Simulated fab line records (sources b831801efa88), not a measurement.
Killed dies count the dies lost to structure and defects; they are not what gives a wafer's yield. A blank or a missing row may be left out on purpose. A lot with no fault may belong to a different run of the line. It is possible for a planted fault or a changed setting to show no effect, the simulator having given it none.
fab line records	flow sky130
record lots=24	wafers=72	last_day=50
route steps=708 shown NWELL@78 POLY_GATE@228 VIA1@472 METAL4@630 METAL5@664
lots that met no fault: from a run of the same line without faults
start_h: start of the lot's first displayed wafer, in hours after the record's first day	wait_h: how many hours have passed since the lot's step before this one	" as in the row above	L1.1+2: a single row standing in for several wafers	- value missing, or start not given	* or withheld: withheld	< > ~ a bound
route shown NAME@n: names a module that has steps shown in the file, with the first one's number in the route	usual: mean/standard deviation of fault-free wafers	same: alike in all rows	chamber/n: place in a boat	sites: readings site by site	_std_site: standard deviation of those values	_edge_site: the outer-site mean with the inner-site mean subtracted	radius_mm: how far each site lies from the wafer's centre	mask NAME#n: copy n	behind: tool/chamber where the wafer was last shaped	hold: reason for holding the lot/hours on hold/outcome of the hold	device: the n, p or np transistor that did not switch	end of line: the tests these same wafers got at the end of their route	where a step has no rows: the recipe by itself	killed: dies lost to structure and defects at the first sort, not the wafer's yield	map: the dies of a wafer, with x for killed, . for not killed, _ for no die there
set.NAME: the setting that was run; set.NAME@STEP: the one run at that earlier step	model.NAME: the simulator's own value behind a step, which no gauge read
one table for each step of the route and one row for each wafer, over a sample of lots
services: from which hour (start_h, from the record's first day; less than 0 if before it) a tool's chamber was out of use, for how many hours, and why
## steps
# step SKY_NWELL_STRIP_25
# recipe chemistry=O2/N2	power_w=1400	pressure_mtorr=1500	platen_temp_c=withheld	o2_flow_sccm=3000	n2_flow_sccm=300	overash_fraction=0.5
# usual drypump_motor_current_A=5.6/0.47	o2_flow_sccm=2999/8.9	oes_product_au=0.723/0.0045	strip_time_to_endpoint_s=36.93/0.11
lot.wafer	tool	chamber	start_h	wait_h	drypump_motor_current_A	o2_flow_sccm	oes_product_au	rf_hours_counter_h	strip_time_to_endpoint_s
L074.1	plasma_asher-03	0	96.07	0.1	5.8	2997	0.717	39	36.84
L074.4	"	0	"	"	5.8	2992	0.717	-	36.85
L074.6	"	1	"	"	5.3	2990	0.728	-	36.81
L075.1	plasma_asher-03	1	102.41	0.1	5.3	3005	0.729	40	36.88
L075.3	"	0	"	"	5.8	3001	0.719	-	36.80
L075.5	"	0	"	"	5.8	3000	0.728	-	36.89
L076.1	plasma_asher-03	0	109.42	0.1	5.9	2998	0.723	41	36.89
L076.2	"	1	"	"	5.3	3007	0.731	41	36.89
L076.4	"	1	"	"	5.3	3005	0.716	-	36.95
L077.4	plasma_asher-04	1	117.75	0.1	5.3	2985	0.720	-	36.93
L077.5	"	1	"	"	5.3	3004	0.726	-	36.94
L077.6	"	0	"	"	6.8	3006	0.724	-	36.90
L078.4	plasma_asher-03	0	125.89	0.1	5.9	3006	0.723	-	37.14
L078.5	"	0	"	"	5.8	2990	0.724	-	37.07
L078.6	"	1	"	"	5.3	3003	0.719	-	37.01
L079.1	plasma_asher-01	1	130.82	0.1	5.5	3004	0.727	45	36.97
L079.2	"	0	"	"	5.2	2996	0.723	45	36.85
L079.6	"	1	"	"	5.5	2995	0.726	-	37.02
L080.3	plasma_asher-04	0	140.05	0.1	6.8	2999	0.716	-	36.97
L080.4	"	1	"	"	5.3	2995	0.724	-	36.97
L080.5	"	0	"	"	6.8	2994	0.717	-	37.07
L081.1	plasma_asher-04	1	145.06	0.1	5.3	3000	0.719	33	37.06
L081.3	"	1	"	"	5.3	2988	0.732	-	37.09
L081.5	"	0	"	"	6.8	2999	0.721	-	37.11
L082.1	plasma_asher-03	1	147.52	0.1	5.3	3004	0.727	45	36.85
L082.4	"	1	"	"	5.3	2995	0.720	-	36.77
L082.5	"	1	"	"	5.3	2998	0.716	-	36.79
L083.1	plasma_asher-01	1	168.02	0.1	5.5	2994	0.719	49	37.16
L083.2	"	0	"	"	5.2	3009	0.722	49	37.18
L083.4	"	0	"	"	5.2	3004	0.719	-	37.21
L084.1	plasma_asher-01	1	172.57	0.1	5.5	3002	0.723	49	37.03
L084.2	"	0	"	"	5.2	3007	0.721	49	36.97
L084.4	"	0	"	"	5.2	3003	0.719	-	37.00
L085.1	plasma_asher-03	0	172.91	0.1	5.8	3005	0.717	47	36.93
L085.2	"	1	"	"	5.3	3013	0.730	47	36.99
L085.3	"	1	"	"	5.3	3007	0.725	-	36.98
L086.2	plasma_asher-03	0	180.42	0.1	5.8	2998	0.721	48	36.92
L086.4	"	1	"	"	5.4	2989	0.716	-	36.91
L086.6	"	1	"	"	5.4	2981	0.714	-	36.97
L087.4	plasma_asher-03	1	183.90	0.1	5.3	3006	0.721	-	36.83
L087.5	"	0	"	"	5.9	2996	0.718	-	36.99
L087.6	"	1	"	"	5.3	3025	0.728	-	37.04
L088.2	plasma_asher-03	1	186.21	0.1	5.4	2994	0.731	48	37.11
L088.3	"	1	"	"	5.3	3001	0.723	-	37.03
L088.4	"	0	"	"	5.8	3005	0.731	-	37.08
L089.1	plasma_asher-04	1	191.27	0.1	5.3	3016	0.730	37	36.71
L089.3	"	1	"	"	5.3	2998	0.721	-	36.82
L089.4	"	0	"	"	6.8	3000	0.718	-	36.83
L090.1	plasma_asher-03	1	196.71	0.1	5.4	3007	0.719	49	36.83
L090.4	"	1	"	"	5.4	3007	0.716	-	36.87
L090.6	"	1	"	"	5.4	2999	0.720	-	36.84
L091.3	plasma_asher-03	0	209.15	0.1	5.8	2989	0.729	-	36.93
L091.5	"	1	"	"	5.4	2997	0.731	-	36.97
L091.6	"	0	"	"	5.8	2990	0.721	-	36.96
L092.1	plasma_asher-04	0	214.97	0.1	6.8	2984	0.723	40	36.82
L092.3	"	0	"	"	6.8	3000	0.722	-	36.97
L092.6	"	0	"	"	6.8	3003	0.720	-	36.92
L093.1	plasma_asher-01	0	219.32	0.2	5.2	2980	0.722	53	36.67
L093.4	"	1	"	"	5.5	3004	0.728	-	36.70
L093.5	"	0	"	"	5.2	2984	0.724	-	36.79
L094.1	plasma_asher-03	0	228.27	0.1	5.8	2993	0.729	52	36.83
L094.2	"	1	"	"	5.3	3003	0.724	52	36.91
L094.3	"	1	"	"	5.3	2998	0.722	-	36.92
L095.2	plasma_asher-01	1	233.07	0.1	5.5	3009	0.719	55	37.03
L095.3	"	1	"	"	5.5	2999	0.720	-	37.03
L095.4	"	0	"	"	5.2	2975	0.720	-	37.07
L096.1	plasma_asher-01	1	239.47	0.1	5.5	2994	0.728	55	36.93
L096.5	"	0	"	"	5.2	2988	0.718	-	36.96
L096.6	"	1	"	"	5.5	2995	0.733	-	36.90
L097.1	plasma_asher-03	1	246.57	0.1	5.3	3006	0.720	54	36.89
L097.4	"	0	"	"	5.8	2993	0.725	-	37.05
L097.6	"	1	"	"	5.3	3002	0.718	-	36.84
# step SKY_POLY_GATE_OVL_MEAS_14
# usual POLY_GATE_OVL=1/4.3
lot.wafer	tool	chamber	start_h	wait_h	POLY_GATE_OVL[nm]
L074.1	overlay-02	-	359.14	0.1	4
L074.4	"	-	"	"	1
L074.6	"	-	"	"	5
L075.1	overlay-02	-	374.29	0.1	4
L075.3	"	-	"	"	0
L075.5	"	-	"	"	6
L076.1	overlay-01	-	384.50	0.1	-1
L076.2	"	-	"	"	-5
L076.4	"	-	"	"	-5
L077.4	overlay-02	-	390.82	0.1	-1
L077.5	"	-	"	"	-3
L077.6	"	-	"	"	-4
L078.4	overlay-02	-	402.47	0.1	-1
L078.5	"	-	"	"	1
L078.6	"	-	"	"	7
L079.1	overlay-02	-	414.99	0.1	4
L079.2	"	-	"	"	2
L079.6	"	-	"	"	-4
L080.3	overlay-01	-	431.21	0.1	8
L080.4	"	-	"	"	4
L080.5	"	-	"	"	5
L081.1	overlay-01	-	437.60	0.1	5
L081.3	"	-	"	"	4
L081.5	"	-	"	"	6
L082.1	overlay-01	-	439.89	0.1	7
L082.4	"	-	"	"	0
L082.5	"	-	"	"	2
L083.1	overlay-01	-	468.94	0.1	3
L083.2	"	-	"	"	6
L083.4	"	-	"	"	2
L084.1	overlay-02	-	476.40	0.1	-5
L084.2	"	-	"	"	0
L084.4	"	-	"	"	-1
L085.1	overlay-01	-	480.04	0.1	0
L085.2	"	-	"	"	3
L085.3	"	-	"	"	5
L087.4	overlay-01	-	492.57	0.1	10
L087.5	"	-	"	"	2
L087.6	"	-	"	"	5
L086.2	overlay-01	-	493.55	0.1	-2
L086.4	"	-	"	"	-9
L086.6	"	-	"	"	-3
L088.2	overlay-02	-	494.80	0.1	-2
L088.3	"	-	"	"	-9
L088.4	"	-	"	"	-3
L089.1	overlay-02	-	508.20	0.1	6
L089.3	"	-	"	"	0
L089.4	"	-	"	"	2
L090.1	overlay-01	-	511.99	0.1	4
L090.4	"	-	"	"	-2
L090.6	"	-	"	"	-1
L091.3	overlay-02	-	529.95	0.1	1
L091.5	"	-	"	"	-7
L091.6	"	-	"	"	-4
L092.1	overlay-01	-	539.04	0.1	6
L092.3	"	-	"	"	-2
L092.6	"	-	"	"	3
L093.1	overlay-02	-	539.70	0.1	8
L093.4	"	-	"	"	6
L093.5	"	-	"	"	3
L094.1	overlay-01	-	546.49	0.1	-1
L094.2	"	-	"	"	-7
L094.3	"	-	"	"	-4
L095.2	overlay-02	-	556.27	0.1	0
L095.3	"	-	"	"	4
L095.4	"	-	"	"	6
L096.1	overlay-01	-	565.15	0.1	-4
L096.5	"	-	"	"	5
L096.6	"	-	"	"	0
L097.1	overlay-01	-	573.24	0.1	-3
L097.4	"	-	"	"	5
L097.6	"	-	"	"	5
# step SKY_VIA1_ETCH_14
# recipe chemistry=N2/H2	target=BARC	ion_energy_ev=200	source_w=500	bias_w=100	pressure_mtorr=30	n2_flow_sccm=100	h2_flow_sccm=200	stop_on=SiO2	time_s=45.9	target_depth_a=600
# usual drypump_motor_current_A=5.7/0.35	oes_product_au=0.854/0.0047	rf_fwd_power_W=494.4/2	throttle_valve_pct=13.224/0.0092
lot.wafer	tool	chamber	start_h	wait_h	drypump_motor_current_A	oes_product_au	rf_fwd_power_W	rf_hours_counter_h	throttle_valve_pct
L074.1	rie_diel-01	3	773.84	0.0	5.5	0.854	493.4	1	13.223
L074.4	"	0	"	"	4.9	0.856	496.5	11	13.239
L074.6	"	3	"	"	5.5	0.863	493.3	-	13.217
L075.1	rie_diel-03	3	790.58	0.0	6.0	0.854	493.6	3	13.221
L075.3	"	1	"	"	6.1	0.858	495.1	3	13.227
L075.5	"	3	"	"	6.0	0.851	492.8	-	13.220
L076.1	rie_diel-01	3	804.54	0.0	5.5	0.855	493.7	2	13.232
L076.2	"	0	"	"	5.0	0.857	495.4	13	13.220
L076.4	"	1	"	"	5.5	0.846	496.2	12	13.216
L077.4	rie_diel-03	0	806.48	0.0	5.7	0.854	492.5	12	13.230
L077.5	"	1	"	"	6.1	0.852	497.8	-	13.238
L077.6	"	0	"	"	5.6	0.855	493.3	-	13.231
L078.4	rie_diel-02	1	814.01	0.0	5.8	0.856	492.4	-	13.232
L078.5	"	0	"	"	5.7	0.864	495.5	-	13.231
L078.6	"	3	"	"	5.4	0.841	495.8	-	13.229
L079.1	rie_diel-02	1	830.18	0.0	5.8	0.857	494.3	6	13.235
L079.2	"	2	"	"	6.2	0.850	494.7	1	13.223
L079.6	"	0	"	"	5.8	0.856	496.4	-	13.220
L080.3	rie_diel-01	2	846.39	0.0	5.8	0.854	496.4	11	13.238
L080.4	"	0	"	"	4.9	0.849	497.8	14	13.233
L080.5	"	3	"	"	5.5	0.850	495.1	-	13.228
L081.1	rie_diel-03	2	847.73	0.0	5.4	0.866	491.9	1	13.231
L081.3	"	3	"	"	6.0	0.850	494.3	3	13.237
L081.5	"	2	"	"	5.4	0.862	490.9	-	13.225
L082.1	rie_diel-02	1	850.94	0.0	5.8	0.850	493.5	7	13.231
L082.4	"	2	"	"	6.2	0.863	495.3	-	13.222
L082.5	"	1	"	"	5.8	0.854	492.4	-	13.233
L083.1	rie_diel-03	1	878.38	0.0	6.1	0.851	498.3	5	13.226
L083.2	"	3	"	"	6.0	0.842	492.6	4	13.220
L083.4	"	2	"	"	5.4	0.862	492.5	2	13.210
L084.1	rie_diel-03	2	883.54	0.0	5.5	0.847	488.9	2	13.216
L084.2	"	1	"	"	6.0	0.851	497.2	5	13.225
L084.4	"	3	"	"	6.0	0.853	496.2	4	13.226
L085.1	rie_diel-01	1	884.09	0.0	5.5	0.856	495.9	15	13.217
L085.2	"	3	"	"	5.5	0.846	493.8	5	13.222
L085.3	"	2	"	"	5.9	0.847	494.5	12	13.233
L087.4	rie_diel-01	1	892.43	0.0	5.5	0.853	495.0	15	13.220
L087.5	"	0	"	"	5.0	0.849	497.8	-	13.195
L087.6	"	1	"	"	5.5	0.856	497.2	-	13.226
L086.2	rie_diel-03	0	897.09	0.0	5.6	0.856	493.8	14	13.216
L086.4	"	2	"	"	5.4	0.856	492.9	-	13.231
L086.6	"	2	"	"	5.4	0.859	490.6	-	13.224
L088.2	rie_diel-02	0	897.44	0.0	5.7	0.855	496.5	2	13.227
L088.3	"	3	"	"	5.4	0.856	495.0	2	13.226
L088.4	"	1	"	"	5.8	0.854	493.0	9	13.231
L089.1	rie_diel-03	2	906.84	0.0	5.4	0.859	492.4	3	13.226
L089.3	"	0	"	"	5.6	0.853	493.4	14	13.218
L089.4	"	0	"	"	5.6	0.855	492.0	-	13.243
L090.1	rie_diel-02	0	914.49	0.0	5.7	0.857	495.5	2	13.239
L090.4	"	3	"	"	5.4	0.853	496.5	3	13.234
L090.6	"	3	"	"	5.4	0.858	496.8	-	13.233
L091.3	rie_diel-02	2	926.43	0.0	6.3	0.851	494.5	5	13.219
L091.5	"	1	"	"	5.8	0.857	492.1	-	13.218
L091.6	"	0	"	"	5.7	0.854	495.7	-	13.230
L092.1	rie_diel-02	3	932.64	0.0	5.3	0.860	492.9	3	13.222
L092.3	"	1	"	"	5.8	0.857	492.1	10	13.211
L092.6	"	2	"	"	6.2	0.860	494.5	-	13.220
L093.1	rie_diel-02	2	934.18	0.0	6.3	0.849	492.3	5	13.225
L093.4	"	1	"	"	5.8	0.856	492.1	10	13.231
L093.5	"	3	"	"	5.4	0.856	496.4	-	13.238
L094.1	rie_diel-02	1	939.44	0.0	5.8	0.855	490.3	10	13.224
L094.2	"	2	"	"	6.2	0.855	493.7	6	13.231
L094.3	"	0	"	"	5.7	0.851	493.0	3	13.231
L095.2	rie_diel-01	0	946.64	0.0	5.0	0.853	495.9	17	13.225
L095.3	"	1	"	"	5.5	0.848	496.9	17	13.228
L095.4	"	3	"	"	5.5	0.849	492.0	-	13.215
L096.1	rie_diel-01	2	954.24	0.0	5.8	0.861	491.6	14	13.205
L096.5	"	1	"	"	5.5	0.851	496.3	-	13.220
L096.6	"	0	"	"	5.0	0.854	496.8	-	13.232
L097.1	rie_diel-02	1	962.68	0.0	5.8	0.854	494.6	11	13.220
L097.4	"	3	"	"	5.4	0.853	495.7	4	13.219
L097.6	"	3	"	"	5.4	0.853	495.8	-	13.229
# step SKY_METAL4_OVL_MEAS_14
# usual METAL4_OVL=-4/4.2
lot.wafer	tool	chamber	start_h	wait_h	METAL4_OVL[nm]
L074.1	overlay-02	-	967.74	0.1	1
L074.4	"	-	"	"	6
L074.6	"	-	"	"	-3
L075.1	overlay-02	-	980.39	0.1	-5
L075.3	"	-	"	"	-6
L075.5	"	-	"	"	-3
L076.1	overlay-02	-	992.19	0.1	-9
L076.2	"	-	"	"	-2
L076.4	"	-	"	"	-9
L077.4	overlay-02	-	995.67	0.1	-6
L077.5	"	-	"	"	-5
L077.6	"	-	"	"	-10
L078.4	overlay-02	-	1002.26	0.1	-2
L078.5	"	-	"	"	3
L078.6	"	-	"	"	-1
L079.1	overlay-02	-	1016.05	0.1	-6
L079.2	"	-	"	"	-6
L079.6	"	-	"	"	-3
L080.3	overlay-02	-	1028.96	0.1	-5
L080.4	"	-	"	"	-4
L080.5	"	-	"	"	0
L081.1	overlay-01	-	1030.85	0.1	-9
L081.3	"	-	"	"	-9
L081.5	"	-	"	"	-5
L082.1	overlay-01	-	1032.84	0.1	-2
L082.4	"	-	"	"	-2
L082.5	"	-	"	"	-5
L083.1	overlay-02	-	1055.26	0.1	0
L083.2	"	-	"	"	-1
L083.4	"	-	"	"	-3
L084.1	overlay-01	-	1057.15	0.1	12
L084.2	"	-	"	"	6
L084.4	"	-	"	"	2
L085.1	overlay-01	-	1059.84	0.1	-8
L085.2	"	-	"	"	-7
L085.3	"	-	"	"	-9
L087.4	overlay-01	-	1065.62	0.1	-6
L087.5	"	-	"	"	-8
L087.6	"	-	"	"	-5
L086.2	overlay-01	-	1068.55	0.1	-6
L086.4	"	-	"	"	0
L086.6	"	-	"	"	-11
L088.2	overlay-01	-	1070.50	0.1	1
L088.3	"	-	"	"	-4
L088.4	"	-	"	"	3
L089.1	overlay-01	-	1078.80	0.1	-3
L089.3	"	-	"	"	-7
L089.4	"	-	"	"	-1
L090.1	overlay-02	-	1087.35	0.1	-10
L090.4	"	-	"	"	-11
L090.6	"	-	"	"	-1
L091.3	overlay-02	-	1094.48	0.1	-9
L091.5	"	-	"	"	-7
L091.6	"	-	"	"	-16
L092.1	overlay-02	-	1098.04	0.1	-4
L092.3	"	-	"	"	-1
L092.6	"	-	"	"	-4
L093.1	overlay-01	-	1099.06	0.1	-8
L093.4	"	-	"	"	-3
L093.5	"	-	"	"	-8
L094.1	overlay-02	-	1105.21	0.1	-7
L094.2	"	-	"	"	-4
L094.3	"	-	"	"	-4
L095.2	overlay-02	-	1111.45	0.1	-10
L095.3	"	-	"	"	-3
L095.4	"	-	"	"	-12
L096.1	overlay-01	-	1115.95	0.1	-7
L096.5	"	-	"	"	-4
L096.6	"	-	"	"	-5
L097.1	overlay-02	-	1128.10	0.1	-3
L097.4	"	-	"	"	-8
L097.6	"	-	"	"	-8
# step SKY_METAL5_SPUTTER_03
# recipe material=Ti	target_thk_nm=5	power_w=3000	time_s=3.3	chamber_pressure_pa=0.4
# usual throttle_valve_pct=30.1/1.2
lot.wafer	tool	chamber	start_h	wait_h	throttle_valve_pct
L074.1	pvd_sputter-03	-	994.43	0.0	30.7
L074.4	"	-	"	"	29.8
L074.6	"	-	"	"	31.0
L075.1	pvd_sputter-03	-	1007.58	0.0	30.5
L075.3	"	-	"	"	29.9
L075.5	"	-	"	"	31.3
L076.1	pvd_sputter-01	-	1018.80	0.0	31.8
L076.2	"	-	"	"	29.1
L076.4	"	-	"	"	29.6
L077.4	pvd_sputter-02	-	1021.86	0.0	30.3
L077.5	"	-	"	"	30.4
L077.6	"	-	"	"	29.1
L078.4	pvd_sputter-02	-	1028.57	0.0	30.1
L078.5	"	-	"	"	30.3
L078.6	"	-	"	"	30.1
L079.1	pvd_sputter-02	-	1041.42	0.0	30.3
L079.2	"	-	"	"	31.0
L079.6	"	-	"	"	29.3
L080.3	pvd_sputter-03	-	1054.52	0.0	26.2
L080.4	"	-	"	"	29.6
L080.5	"	-	"	"	26.6
L081.1	pvd_sputter-03	-	1055.58	0.0	30.3
L081.3	"	-	"	"	30.1
L081.5	"	-	"	"	29.8
L082.1	pvd_sputter-01	-	1057.38	0.0	29.9
L082.4	"	-	"	"	30.9
L082.5	"	-	"	"	31.3
L083.1	pvd_sputter-01	-	1078.72	0.0	31.6
L083.2	"	-	"	"	31.1
L083.4	"	-	"	"	29.9
L084.1	pvd_sputter-02	-	1081.59	0.0	29.3
L084.2	"	-	"	"	30.5
L084.4	"	-	"	"	30.1
L085.1	pvd_sputter-02	-	1088.77	0.0	30.6
L085.2	"	-	"	"	29.4
L085.3	"	-	"	"	31.0
L087.4	pvd_sputter-02	-	1091.18	0.0	30.4
L087.5	"	-	"	"	29.3
L087.6	"	-	"	"	30.7
L086.2	pvd_sputter-02	-	1092.07	0.0	31.0
L086.4	"	-	"	"	31.0
L086.6	"	-	"	"	30.6
L088.2	pvd_sputter-01	-	1094.62	0.0	31.8
L088.3	"	-	"	"	29.2
L088.4	"	-	"	"	30.2
L089.1	pvd_sputter-02	-	1099.73	0.0	30.5
L089.3	"	-	"	"	29.4
L089.4	"	-	"	"	31.1
L090.1	pvd_sputter-03	-	1112.24	0.0	30.4
L090.4	"	-	"	"	26.4
L090.6	"	-	"	"	30.5
L091.3	pvd_sputter-02	-	1117.47	0.0	28.9
L091.5	"	-	"	"	31.1
L091.6	"	-	"	"	29.4
L092.1	pvd_sputter-01	-	1120.67	0.0	31.8
L092.3	"	-	"	"	29.2
L092.6	"	-	"	"	31.2
L093.1	pvd_sputter-03	-	1121.30	0.0	29.6
L093.4	"	-	"	"	31.2
L093.5	"	-	"	"	29.6
L094.1	pvd_sputter-02	-	1127.76	0.0	30.7
L094.2	"	-	"	"	29.9
L094.3	"	-	"	"	31.3
L095.2	pvd_sputter-03	-	1134.16	0.0	26.5
L095.3	"	-	"	"	31.2
L095.4	"	-	"	"	30.7
L096.1	pvd_sputter-01	-	1138.33	0.0	29.3
L096.5	"	-	"	"	29.2
L096.6	"	-	"	"	31.7
L097.1	pvd_sputter-02	-	1149.53	0.0	30.7
L097.4	"	-	"	"	30.6
L097.6	"	-	"	"	30.8
# step SKY_METAL5_STRIP_16
# recipe chemistry=O2/N2	power_w=1400	pressure_mtorr=1500	platen_temp_c=withheld	o2_flow_sccm=3000	n2_flow_sccm=300	overash_fraction=0.5
# usual drypump_motor_current_A=5.7/0.61	o2_flow_sccm=2999/9.1	oes_product_au=0.711/0.0047	strip_time_to_endpoint_s=13.11/0.14
lot.wafer	tool	chamber	start_h	wait_h	drypump_motor_current_A	o2_flow_sccm	oes_product_au	rf_hours_counter_h	strip_time_to_endpoint_s
L074.1	plasma_asher-01	0	1018.04	0.2	5.2	3005	0.710	55	12.93
L074.4	"	0	"	"	5.2	3000	0.716	-	12.84
L074.6	"	1	"	"	5.4	2980	0.712	-	12.93
L075.1	plasma_asher-01	0	1029.55	0.2	5.2	3016	0.713	56	13.22
L075.3	"	1	"	"	5.5	3002	0.720	-	13.06
L075.5	"	1	"	"	5.4	3002	0.713	-	13.29
L076.1	plasma_asher-04	0	1041.84	0.2	6.8	2988	0.710	126	13.20
L076.2	"	1	"	"	5.3	2999	0.712	126	13.36
L076.4	"	0	"	"	6.8	3008	0.707	-	13.02
L077.4	plasma_asher-04	0	1044.52	0.1	6.8	2996	0.715	-	12.99
L077.5	"	0	"	"	6.8	2995	0.715	-	13.14
L077.6	"	1	"	"	5.3	3008	0.705	-	13.23
L078.4	plasma_asher-04	0	1051.38	0.1	6.8	3005	0.707	-	12.97
L078.5	"	1	"	"	5.3	2997	0.706	-	13.08
L078.6	"	0	"	"	6.8	3004	0.713	-	13.16
L079.1	plasma_asher-01	1	1063.69	0.2	5.5	3003	0.726	60	13.17
L079.2	"	0	"	"	5.2	2995	0.710	60	13.23
L079.6	"	0	"	"	5.2	2986	0.710	-	13.10
L080.3	plasma_asher-04	0	1075.87	0.1	6.8	3001	0.711	-	13.14
L080.4	"	1	"	"	5.2	2993	0.713	-	13.24
L080.5	"	0	"	"	6.8	2988	0.717	-	13.18
L081.1	plasma_asher-03	0	1076.49	0.2	5.8	3015	0.714	31	13.10
L081.3	"	0	"	"	5.8	3002	0.712	-	13.23
L081.5	"	0	"	"	5.8	3005	0.708	-	13.18
L082.1	plasma_asher-01	0	1078.19	0.2	5.2	2996	0.708	62	12.99
L082.4	"	0	"	"	5.2	2997	0.708	-	13.07
L082.5	"	1	"	"	5.5	2993	0.717	-	12.91
L083.1	plasma_asher-04	0	1096.64	0.2	6.8	3004	0.711	3	13.06
L083.2	"	1	"	"	5.3	3009	0.717	3	13.28
L083.4	"	1	"	"	5.3	3001	0.715	-	13.09
L084.1	plasma_asher-01	0	1101.40	0.2	5.2	3015	0.715	64	13.02
L084.2	"	1	"	"	5.5	2989	0.710	64	12.86
L084.4	"	1	"	"	5.5	2996	0.708	-	13.04
L085.1	plasma_asher-03	1	1106.85	0.2	5.3	2992	0.719	34	13.00
L085.2	"	0	"	"	5.9	2988	0.706	34	12.79
L085.3	"	0	"	"	5.8	2987	0.707	-	12.82
L087.4	plasma_asher-01	1	1111.32	0.1	5.5	3010	0.716	-	13.09
L087.5	"	1	"	"	5.5	3009	0.710	-	13.25
L087.6	"	0	"	"	5.2	2998	0.713	-	13.14
L086.2	plasma_asher-04	1	1112.74	0.2	5.3	2990	0.701	5	13.02
L086.4	"	1	"	"	5.3	2987	0.710	-	13.19
L086.6	"	0	"	"	6.8	3006	0.709	-	12.98
L088.2	plasma_asher-01	0	1114.89	0.2	5.2	2994	0.710	65	13.19
L088.3	"	0	"	"	5.2	2993	0.713	-	12.94
L088.4	"	1	"	"	5.5	2994	0.712	-	13.15
L089.1	plasma_asher-01	1	1119.54	0.2	5.4	3015	0.714	66	13.16
L089.3	"	1	"	"	5.4	3007	0.712	-	13.15
L089.4	"	0	"	"	5.2	2987	0.706	-	13.15
L090.1	plasma_asher-04	0	1132.24	0.2	6.8	3007	0.705	7	13.12
L090.4	"	1	"	"	5.3	2996	0.710	-	13.11
L090.6	"	1	"	"	5.3	2993	0.717	-	12.78
L091.3	plasma_asher-04	1	1136.93	0.1	5.3	2999	0.717	-	13.23
L091.5	"	0	"	"	6.8	3001	0.711	-	13.06
L091.6	"	1	"	"	5.3	3011	0.713	-	13.19
L092.1	plasma_asher-03	0	1139.54	0.2	5.8	3003	0.703	37	13.32
L092.3	"	0	"	"	5.8	2998	0.705	-	13.00
L092.6	"	1	"	"	5.4	3002	0.702	-	13.03
L093.1	plasma_asher-04	0	1140.64	0.2	6.8	2997	0.717	8	13.11
L093.4	"	1	"	"	5.3	3009	0.714	-	13.19
L093.5	"	0	"	"	6.8	2986	0.719	-	13.35
L094.1	plasma_asher-01	1	1147.04	0.2	5.5	2994	0.712	68	13.31
L094.2	"	0	"	"	5.2	2993	0.713	68	13.15
L094.3	"	0	"	"	5.2	3004	0.716	-	13.24
L095.2	plasma_asher-01	1	1153.34	0.2	5.5	2993	0.701	69	13.04
L095.3	"	1	"	"	5.5	2995	0.713	-	13.03
L095.4	"	0	"	"	5.2	3003	0.710	-	12.89
L096.1	plasma_asher-01	1	1156.64	0.2	5.5	2984	0.711	69	12.97
L096.5	"	1	"	"	5.4	3016	0.708	-	13.25
L096.6	"	0	"	"	5.2	3005	0.716	-	13.09
L097.1	plasma_asher-04	0	1167.25	0.2	6.8	2986	0.700	10	13.09
L097.4	"	0	"	"	6.8	2992	0.705	-	13.09
L097.6	"	0	"	"	6.8	2996	0.713	-	13.10
## services
tool	chamber	start_h	hours	kind
plasma_asher-01	-	174.19	0.6	repair
plasma_asher-01	-	181.33	2.8	repair
plasma_asher-01	-	315.76	2.8	pm
plasma_asher-03	-	366.31	15.6	pm
plasma_asher-01	-	421.25	9.0	pm
plasma_asher-03	-	452.97	1.3	repair
plasma_asher-04	-	472.09	0.7	repair
plasma_asher-03	-	554.76	0.6	repair
plasma_asher-04	-	603.06	2.8	pm
plasma_asher-03	-	627.84	2.8	pm
plasma_asher-03	-	634.46	2.0	repair
plasma_asher-01	-	649.55	16.9	repair
plasma_asher-01	-	666.47	14.6	pm
plasma_asher-03	-	669.35	0.5	repair
plasma_asher-03	-	724.23	1.7	repair
plasma_asher-03	-	733.75	9.0	pm
plasma_asher-01	-	751.06	3.0	repair
plasma_asher-03	-	757.13	8.6	repair
plasma_asher-03	-	802.40	3.6	repair
plasma_asher-01	-	836.20	4.3	repair
plasma_asher-01	-	936.81	3.9	repair
plasma_asher-03	-	1028.78	4.5	repair
plasma_asher-03	-	1038.83	15.1	pm
plasma_asher-03	-	1067.37	1.9	repair
## key
fault none
